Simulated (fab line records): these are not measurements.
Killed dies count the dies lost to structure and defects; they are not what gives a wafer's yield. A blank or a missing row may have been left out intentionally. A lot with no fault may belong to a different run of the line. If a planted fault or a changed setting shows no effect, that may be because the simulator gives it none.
Chamber matching ; flow gf180mcu ; 4 sister chambers for GF_V1_CMP_04 on cmp-02
The step polishes SiO2. 4 wafers are shown with their chamber, then 8 later ones without.

== WAFERS PAIRED WITH THEIR CHAMBERS ==
wafer;chamber;motorCurrentA (A)
L998.1;0;13.6
L998.6;3;12.3
L999.6;1;13.5
L103.4;2;11.0

== WAFERS WHOSE CHAMBER IS MISSING ==
wafer;motorCurrentA (A)
L103.5;13.5
L103.6;13.0
L105.1;13.7
L105.3;13.4
L105.6;12.7
L106.1;13.3
L106.2;12.1
L106.4;12.3

== THE CHAMBER EACH PASSED THROUGH ==
wafer;from the rows above;in truth
L103.5;can't be placed: 1 or 0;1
L103.6;can't be placed: 1 or 0 or 3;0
L105.1;can't be placed: 0 or 1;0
L105.3;can't be placed: 1 or 0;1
L105.6;can't be placed: 3 or 1 or 0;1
L106.1;can't be placed: 1 or 0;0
L106.2;3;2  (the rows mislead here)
L106.4;3;3
1 of 8 placed correctly. Not placeable from these rows: 6 (in 6, the candidates include the true chamber). Number placed wrongly: 1.
How it was worked out, from the rows above alone: a wafer's distance from a chamber is the root of the sum, over the readings, of the square of ((its reading less the chamber's mean) divided by the reading's scatter). The wafer belongs to the nearest chamber; if the next one is less than 2 further off, it can't be placed. For every chamber, the mean is computed from those of its wafers that are shown. The scatter: with one shown wafer a chamber, the root of the mean of the squares of how far each hidden wafer lies from its nearest shown one.
